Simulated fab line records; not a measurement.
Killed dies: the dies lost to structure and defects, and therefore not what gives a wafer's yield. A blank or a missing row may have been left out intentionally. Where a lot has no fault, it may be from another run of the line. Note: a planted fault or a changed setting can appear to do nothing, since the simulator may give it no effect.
fab line records	flow sky130
record lots=14	wafers=40	lastDay=50
route steps=708 shown VT_ADJUST_LVTN@106 VT_ADJUST_HVTR@141 LDD_N@248 LI_CONTACT@375
lots with no fault: from the same line, run without faults
startH: hours from the record's opening day to when the first of the lot's shown wafers began	waitH: how many hours have passed since the lot's step before this one	" as in the row above	L1.1+2: several wafers, shown together as one row	- either no value or no given start	* or withheld: withheld	< > ~ a bound
route shown NAME@n: a module of which the file shows steps, and the number in the route of the first	usual: mean/standard deviation of fault-free wafers	same: alike in all rows	chamber/n: place in a boat	sites: the reading at each site	_std_site: standard deviation of those values	_edge_site: mean of outer sites minus mean of inner sites	radiusMm: how far each site lies from the wafer's centre	mask NAME#n: copy n	behind: the tool/chamber that last shaped the wafer	hold: reason for holding the lot/hours on hold/outcome of the hold	device: transistor that didn't switch, given as n, p or np	end of line: the same wafers' tests at the end of the route	for a step that has no rows: nothing shown but its recipe	killed: at the first sort, the dies lost to defects and structure; wafer yield is something else	map: shows each die of a wafer: x if killed, . if not, _ if none is there
set.NAME: the run value of the setting; set.NAME@STEP: its run value at that earlier step	model.NAME: the simulator's own value behind a step, which no gauge read
steps of the route over a sample of lots; a table a step, a row a wafer
services: the hour from which a tool's chamber was out of use, counted from the record's first day as startH (under 0 if before that day), plus the number of hours and why
## steps
# step SKY_VT_ADJUST_LVTN_STRIP_09
# recipe chemistry=O2/N2	powerW=1400	pressureMtorr=1500	platenTempC=withheld	o2FlowSccm=3000	n2FlowSccm=300	overashFraction=0.5
# usual drypumpMotorCurrentA=5.8/0.47	oesProductAu=0.722/0.0044	stripTimeToEndpointS=36.93/0.09
lot.wafer	tool	chamber	startH	waitH	drypumpMotorCurrentA	oesProductAu	rfHoursCounterH	stripTimeToEndpointS
L119.1	plasmaAsher-02	0	161.33	0.1	6.0	0.717	45	36.82
L119.2	"	1	"	"	6.5	0.721	45	36.94
L119.6	"	1	"	"	6.5	0.722	-	36.93
L120.3	plasmaAsher-02	1	168.15	0.1	6.5	0.720	-	36.86
L120.4	"	0	"	"	6.0	0.719	-	36.88
L120.5	"	1	"	"	6.5	0.721	-	36.97
L121.3	plasmaAsher-03	0	171.85	0.1	5.3	0.720	-	36.71
L121.5	"	1	"	"	5.5	0.724	-	36.78
L121.6	"	0	"	"	5.3	0.715	-	36.78
L122.1	plasmaAsher-02	1	175.22	0.1	6.5	0.718	46	37.01
L122.3	"	0	"	"	6.0	0.717	-	37.09
L122.5	"	1	"	"	6.5	0.721	-	37.04
L123.2	plasmaAsher-03	1	181.68	0.1	5.5	0.716	6	37.07
L123.3	"	1	"	"	5.5	0.724	-	37.06
L124.1	plasmaAsher-02	0	190.53	0.1	6.0	0.723	48	36.99
L124.3	"	1	"	"	6.5	0.721	-	36.84
L124.5	"	1	"	"	6.5	0.719	-	36.87
L126.1	plasmaAsher-03	0	198.62	0.1	5.3	0.722	8	36.96
L126.2	"	1	"	"	5.5	0.726	8	36.87
L126.3	"	0	"	"	5.3	0.727	-	37.01
L128.2	plasmaAsher-03	1	215.05	0.1	5.5	0.732	9	36.82
L128.5	"	1	"	"	5.5	0.719	-	36.82
L128.6	"	0	"	"	5.3	0.721	-	36.89
L129.4	plasmaAsher-04	0	226.42	0.1	5.1	0.723	-	36.95
L129.5	"	1	"	"	6.4	0.724	-	36.99
L129.6	"	0	"	"	5.1	0.724	-	36.90
L130.1	plasmaAsher-02	0	235.52	0.1	6.0	0.724	52	37.01
L130.2	"	1	"	"	6.5	0.722	52	37.08
L130.6	"	0	"	"	6.1	0.715	-	37.03
L133.1	plasmaAsher-02	1	248.95	0.1	6.5	0.721	53	37.04
L133.4	"	0	"	"	6.1	0.723	-	36.95
L133.6	"	1	"	"	6.5	0.724	-	37.05
L137.2	plasmaAsher-03	0	281.82	0.1	5.3	0.737	16	37.03
L137.4	"	1	"	"	5.5	0.721	-	36.89
L137.6	"	1	"	"	5.5	0.723	-	36.88
L139.1	plasmaAsher-03	1	293.70	0.1	5.5	0.725	17	36.96
L139.2	"	0	"	"	5.3	0.724	17	36.97
L139.4	"	0	"	"	5.3	0.717	-	37.19
L140.3	plasmaAsher-02	0	299.05	0.1	6.0	0.715	-	37.00
L140.5	"	0	"	"	6.0	0.722	-	37.02
# step SKY_VT_ADJUST_HVTR_STRIP_10
# recipe chemistry=O2/N2	powerW=1400	pressureMtorr=1500	platenTempC=withheld	o2FlowSccm=3000	n2FlowSccm=300	overashFraction=0.5
# usual drypumpMotorCurrentA=5.7/0.47	oesProductAu=0.716/0.0043	stripTimeToEndpointS=14.32/0.034
lot.wafer	tool	chamber	startH	waitH	drypumpMotorCurrentA	oesProductAu	rfHoursCounterH	stripTimeToEndpointS
L119.1	plasmaAsher-04	1	228.05	0.1	6.3	0.714	43	14.34
L119.2	"	0	"	"	5.1	0.717	43	14.35
L119.6	"	1	"	"	6.4	0.721	-	14.32
L120.3	plasmaAsher-03	0	236.05	0.1	5.3	0.719	-	14.29
L120.4	"	1	"	"	5.5	0.720	-	14.28
L120.5	"	1	"	"	5.5	0.713	-	14.28
L121.3	plasmaAsher-01	1	240.60	0.1	6.1	0.719	-	14.32
L121.5	"	1	"	"	6.1	0.719	-	14.34
L121.6	"	0	"	"	5.4	0.711	-	14.34
L122.1	plasmaAsher-01	0	244.74	0.1	5.4	0.711	55	14.26
L122.3	"	0	"	"	5.4	0.713	-	14.33
L122.5	"	0	"	"	5.4	0.711	-	14.26
L123.2	plasmaAsher-04	1	251.60	0.1	6.3	0.717	45	14.28
L123.3	"	1	"	"	6.3	0.717	-	14.29
L124.1	plasmaAsher-03	0	261.34	0.1	5.3	0.711	14	14.40
L124.3	"	0	"	"	5.3	0.711	-	14.42
L124.5	"	0	"	"	5.3	0.716	-	14.39
L126.1	plasmaAsher-01	1	272.70	0.1	6.1	0.718	58	14.38
L126.2	"	0	"	"	5.4	0.712	58	14.37
L126.3	"	0	"	"	5.4	0.718	-	14.37
L128.2	plasmaAsher-04	0	289.62	0.1	5.2	0.716	49	14.29
L128.5	"	1	"	"	6.4	0.715	-	14.30
L128.6	"	0	"	"	5.2	0.721	-	14.29
L129.4	plasmaAsher-03	1	304.09	0.1	5.5	0.711	-	14.34
L129.5	"	1	"	"	5.5	0.716	-	14.34
L129.6	"	0	"	"	5.3	0.721	-	14.29
L130.1	plasmaAsher-04	0	313.55	0.1	5.1	0.722	51	14.39
L130.2	"	1	"	"	6.3	0.716	51	14.30
L130.6	"	0	"	"	5.1	0.711	-	14.37
L133.1	plasmaAsher-03	1	328.39	0.1	5.5	0.712	20	14.34
L133.4	"	0	"	"	5.3	0.717	-	14.34
L133.6	"	0	"	"	5.3	0.717	-	14.36
L137.2	plasmaAsher-01	1	363.42	0.1	6.1	0.716	66	14.30
L137.4	"	0	"	"	5.5	0.719	-	14.30
L137.6	"	1	"	"	6.1	0.721	-	14.32
L139.1	plasmaAsher-04	0	376.17	0.1	5.1	0.714	58	14.27
L139.2	"	1	"	"	6.3	0.717	58	14.27
L139.4	"	1	"	"	6.3	0.713	-	14.30
L140.3	plasmaAsher-04	1	380.05	0.1	6.4	0.713	-	14.31
L140.5	"	1	"	"	6.4	0.715	-	14.35
# step SKY_LDD_N_IMPLANT_11
# recipe species=As	energyKev=20	doseCm2=7.5e+13	tiltDeg=withheld	rotationDeg=293
# usual beamOnS=9.98/0.2	doseIonsCm2=7.499e+13/7.6e+10	faradayCurrentUA=423/8.1
lot.wafer	tool	chamber	startH	waitH	beamOnS	doseIonsCm2	faradayCurrentUA
L119.1	implanter-02	0	434.60	0.1	10.03	7.504e+13	422
L119.2	"	0	"	"	10.21	7.495e+13	412
L119.6	"	0	"	"	10.26	7.495e+13	412
L120.3	implanter-02	0	447.07	0.1	9.96	7.511e+13	427
L120.4	"	0	"	"	10.42	7.492e+13	404
L120.5	"	0	"	"	9.89	7.494e+13	427
L121.3	implanter-03	0	451.15	0.1	10.00	7.505e+13	421
L121.5	"	0	"	"	9.77	7.498e+13	431
L121.6	"	0	"	"	10.01	7.508e+13	422
L122.1	implanter-03	0	459.45	0.1	10.09	7.488e+13	419
L122.3	"	0	"	"	9.78	7.505e+13	432
L122.5	"	0	"	"	9.62	7.51e+13	439
L123.2	implanter-04	0	465.87	0.1	9.86	7.505e+13	425
L123.3	"	0	"	"	10.11	7.499e+13	418
L124.1	implanter-03	0	481.87	0.1	10.20	7.501e+13	416
L124.3	"	0	"	"	9.94	7.5e+13	425
L124.5	"	0	"	"	10.35	7.5e+13	408
L126.1	implanter-04	0	494.37	0.1	10.59	7.494e+13	399
L126.2	"	0	"	"	9.98	7.499e+13	422
L126.3	"	0	"	"	9.88	7.506e+13	428
L128.2	implanter-03	0	507.99	0.1	9.90	7.496e+13	427
L128.5	"	0	"	"	9.83	7.508e+13	431
L128.6	"	0	"	"	10.18	7.496e+13	414
L129.4	implanter-03	0	523.54	0.1	10.33	7.493e+13	410
L129.5	"	0	"	"	9.94	7.502e+13	427
L129.6	"	0	"	"	10.06	7.505e+13	420
L130.1	implanter-02	0	538.57	0.1	9.89	7.496e+13	426
L130.2	"	0	"	"	10.09	7.493e+13	418
L130.6	"	0	"	"	10.40	7.494e+13	408
L133.1	implanter-03	0	552.07	0.1	9.80	7.508e+13	432
L133.4	"	0	"	"	10.01	7.519e+13	422
L133.6	"	0	"	"	9.92	7.514e+13	426
L137.2	implanter-03	0	590.62	0.1	39.53	3.4345e+14	488
L137.4	"	0	"	"	38.66	3.4337e+14	501
L137.6	"	0	"	"	39.61	3.4334e+14	490
L139.1	implanter-03	0	602.45	0.1	38.97	3.4337e+14	497
L139.2	"	0	"	"	39.48	3.4341e+14	493
L139.4	"	0	"	"	37.73	3.4338e+14	512
L140.3	implanter-02	0	604.57	0.1	9.62	7.502e+13	438
L140.5	"	0	"	"	9.79	7.499e+13	430
# step SKY_LDD_N_STRIP_16
# recipe chemistry=O2/N2	powerW=1400	pressureMtorr=1500	platenTempC=withheld	o2FlowSccm=3000	n2FlowSccm=300	overashFraction=0.5
# usual drypumpMotorCurrentA=5.6/0.45	oesProductAu=0.407/0.0045	stripTimeToEndpointS=4.315/0.012
lot.wafer	tool	chamber	startH	waitH	drypumpMotorCurrentA	oesProductAu	rfHoursCounterH	stripTimeToEndpointS
L119.1	plasmaAsher-03	0	435.35	0.1	5.3	0.408	31	4.325
L119.2	"	1	"	"	5.5	0.407	31	4.320
L119.6	"	1	"	"	5.5	0.412	-	4.319
L120.3	plasmaAsher-03	0	447.80	0.1	5.3	0.402	-	4.322
L120.4	"	1	"	"	5.5	0.404	-	4.300
L120.5	"	0	"	"	5.3	0.410	-	4.319
L121.3	plasmaAsher-03	1	451.88	0.1	5.5	0.403	-	4.314
L121.5	"	0	"	"	5.3	0.402	-	4.309
L121.6	"	1	"	"	5.5	0.409	-	4.327
L122.1	plasmaAsher-04	1	460.20	0.1	6.3	0.414	67	4.300
L122.3	"	1	"	"	6.4	0.407	-	4.339
L122.5	"	0	"	"	5.1	0.404	-	4.325
L123.2	plasmaAsher-04	1	466.60	0.1	6.4	0.402	68	4.332
L123.3	"	0	"	"	5.1	0.410	-	4.325
L124.1	plasmaAsher-04	0	482.62	0.1	5.1	0.408	69	4.276
L124.3	"	1	"	"	6.3	0.401	-	4.290
L124.5	"	1	"	"	6.3	0.402	-	4.301
L126.1	plasmaAsher-03	1	495.12	0.1	5.5	0.408	37	4.302
L126.2	"	0	"	"	5.3	0.406	37	4.315
L126.3	"	0	"	"	5.3	0.408	-	4.326
L128.2	plasmaAsher-02	0	508.72	0.1	6.0	0.417	78	4.338
L128.5	"	1	"	"	6.5	0.406	-	4.328
L128.6	"	0	"	"	6.0	0.406	-	4.332
L129.4	plasmaAsher-04	1	524.25	0.1	6.3	0.409	-	4.315
L129.5	"	1	"	"	6.3	0.411	-	4.309
L129.6	"	0	"	"	5.1	0.402	-	4.324
L130.1	plasmaAsher-04	1	539.32	0.1	6.3	0.407	75	4.323
L130.2	"	0	"	"	5.2	0.409	75	4.323
L130.6	"	1	"	"	6.4	0.406	-	4.329
L133.1	plasmaAsher-03	1	552.82	0.1	5.5	0.408	43	4.306
L133.4	"	1	"	"	5.5	0.410	-	4.322
L133.6	"	1	"	"	5.5	0.408	-	4.313
L137.2	plasmaAsher-03	1	591.35	0.1	5.6	0.399	47	5.009
L137.4	"	0	"	"	5.3	0.405	-	4.994
L137.6	"	0	"	"	5.3	0.409	-	5.006
L139.1	plasmaAsher-03	0	603.20	0.1	5.3	0.400	49	5.000
L139.2	"	1	"	"	5.5	0.402	49	5.007
L139.4	"	0	"	"	5.3	0.402	-	4.992
L140.3	plasmaAsher-03	1	605.30	0.1	5.6	0.406	-	4.315
L140.5	"	1	"	"	5.5	0.415	-	4.297
# step SKY_LDD_N_TW_MEAS_17
# usual LDD_N_TW=2610/16
lot.wafer	tool	chamber	startH	waitH	LDD_N_TW
L119.1	filmMetro-01	-	435.45	0.1	2596
L119.2	"	-	"	"	2588
L119.6	"	-	"	"	2587
L120.3	filmMetro-01	-	447.89	0.1	2582
L120.4	"	-	"	"	2575
L120.5	"	-	"	"	2589
L121.3	filmMetro-02	-	451.97	0.1	2617
L121.5	"	-	"	"	2620
L121.6	"	-	"	"	2611
L122.1	filmMetro-02	-	460.30	0.1	2617
L122.3	"	-	"	"	2616
L122.5	"	-	"	"	2633
L123.2	filmMetro-02	-	466.71	0.1	2624
L123.3	"	-	"	"	2614
L124.1	filmMetro-01	-	482.72	0.1	2604
L124.3	"	-	"	"	2610
L124.5	"	-	"	"	2602
L126.1	filmMetro-02	-	495.22	0.1	2593
L126.2	"	-	"	"	2600
L126.3	"	-	"	"	2602
L128.2	filmMetro-01	-	508.83	0.1	2608
L128.5	"	-	"	"	2602
L128.6	"	-	"	"	2595
L129.4	filmMetro-02	-	524.35	0.1	2630
L129.5	"	-	"	"	2641
L129.6	"	-	"	"	2600
L130.1	filmMetro-02	-	539.42	0.1	2620
L130.2	"	-	"	"	2610
L130.6	"	-	"	"	2610
L133.1	filmMetro-02	-	552.92	0.1	2610
L133.4	"	-	"	"	2609
L133.6	"	-	"	"	2613
L137.2	filmMetro-04	-	591.46	0.1	2883
L137.4	"	-	"	"	2898
L137.6	"	-	"	"	2896
L139.1	filmMetro-01	-	603.30	0.1	2861
L139.2	"	-	"	"	2863
L139.4	"	-	"	"	2863
L140.3	filmMetro-04	-	605.39	0.1	2613
L140.5	"	-	"	"	2617
# step SKY_LI_CONTACT_OVL_MEAS_13
# usual LI_CONTACT_OVL=2/5.6
lot.wafer	tool	chamber	startH	waitH	LI_CONTACT_OVL[nm]
L119.1	overlay-01	-	703.57	0.1	8
L119.2	"	-	"	"	6
L119.6	"	-	"	"	5
L120.3	overlay-02	-	714.04	0.1	-2
L120.4	"	-	"	"	-1
L120.5	"	-	"	"	-8
L121.3	overlay-01	-	721.11	0.1	11
L121.5	"	-	"	"	5
L121.6	"	-	"	"	11
L122.1	overlay-01	-	724.53	0.1	0
L122.3	"	-	"	"	-2
L122.5	"	-	"	"	2
L123.2	overlay-02	-	731.07	0.1	3
L123.3	"	-	"	"	1
L124.1	overlay-02	-	744.28	0.1	-3
L124.3	"	-	"	"	-9
L124.5	"	-	"	"	-6
L126.1	overlay-01	-	754.90	0.1	4
L126.2	"	-	"	"	-1
L126.3	"	-	"	"	2
L128.2	overlay-01	-	766.26	0.1	-8
L128.5	"	-	"	"	-4
L128.6	"	-	"	"	-7
L129.4	overlay-01	-	783.34	0.1	0
L129.5	"	-	"	"	0
L129.6	"	-	"	"	0
L130.1	overlay-01	-	795.72	0.1	4
L130.2	"	-	"	"	8
L130.6	"	-	"	"	4
L133.1	overlay-01	-	807.20	0.1	5
L133.4	"	-	"	"	3
L133.6	"	-	"	"	1
L137.2	overlay-02	-	844.27	0.1	-2
L137.4	"	-	"	"	2
L137.6	"	-	"	"	13
L139.1	overlay-02	-	853.95	0.1	1
L139.2	"	-	"	"	0
L139.4	"	-	"	"	-1
L140.3	overlay-02	-	854.54	0.1	-1
L140.5	"	-	"	"	-5
## services
tool	chamber	startH	hours	kind
plasmaAsher-01	-	177.35	10.0	pm
implanter-02	-	187.92	1.2	repair
implanter-03	-	188.27	3.2	repair
plasmaAsher-02	-	197.57	2.1	repair
plasmaAsher-03	-	202.30	2.8	pm
plasmaAsher-03	-	205.62	3.6	repair
plasmaAsher-02	-	282.99	2.3	repair
implanter-04	-	292.74	10.5	repair
plasmaAsher-03	-	314.85	0.7	repair
implanter-04	-	318.21	19.8	pm
plasmaAsher-02	-	337.53	2.8	pm
implanter-03	-	355.65	26.9	repair
plasmaAsher-02	-	377.05	8.5	repair
plasmaAsher-01	-	381.87	3.7	repair
plasmaAsher-01	-	421.25	9.0	pm
implanter-03	-	487.70	1.9	repair
plasmaAsher-04	-	502.36	1.1	repair
implanter-03	-	531.29	3.1	pm
plasmaAsher-02	-	536.80	28.1	pm
implanter-03	-	541.70	2.8	pm
implanter-02	-	557.03	3.9	pm
implanter-03	-	582.88	0.8	repair
implanter-02	-	584.37	3.1	repair
plasmaAsher-02	-	594.92	15.6	pm
## key
firstSign step=SKY_LDD_N_IMPLANT_11	reading=doseIonsCm2	direction=up	sigmas=99+	usual=*	struck=*
effect step=SKY_LDD_N_IMPLANT_11	reading=beamOnS	direction=up	sigmas=99+	usual=9.98	struck=39.00
effect step=SKY_LDD_N_STRIP_16	reading=stripTimeToEndpointS	direction=up	sigmas=56	usual=*	struck=*
effect step=SKY_LDD_N_TW_MEAS_17	reading=LDD_N_TW	direction=up	sigmas=17	usual=2610	struck=2877
metAt SKY_LDD_N_IMPLANT_11
struckLots L137,L139
sortLeftOut L137.2,L137.4,L137.6
testerLeftOut L137,L139
notActingAt SKY_VT_ADJUST_LVTN_STRIP_09,SKY_VT_ADJUST_HVTR_STRIP_10,SKY_LI_CONTACT_OVL_MEAS_13
onsetBetween 552.07 590.62
fault kind=processParameterDrift	tool=implanter-03	chamber=-	onsetH=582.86	steps=SKY_LDD_N_IMPLANT_11	channel=doseCm2	offset=*	shape=step	endH=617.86	actsIn=*	stated=*
# testerLeftOut: of these lots the tester's yield and bins aren't shown, on N5 and GAA mostly nor the transistor test; their killed dies are dies lost to structure and defects alone, not to doping, threshold or leakage, so they don't give the yield
# sortLeftOut: the simulated sort isn't trusted on such a fault, so these wafers' sort isn't shown, and their yield isn't known
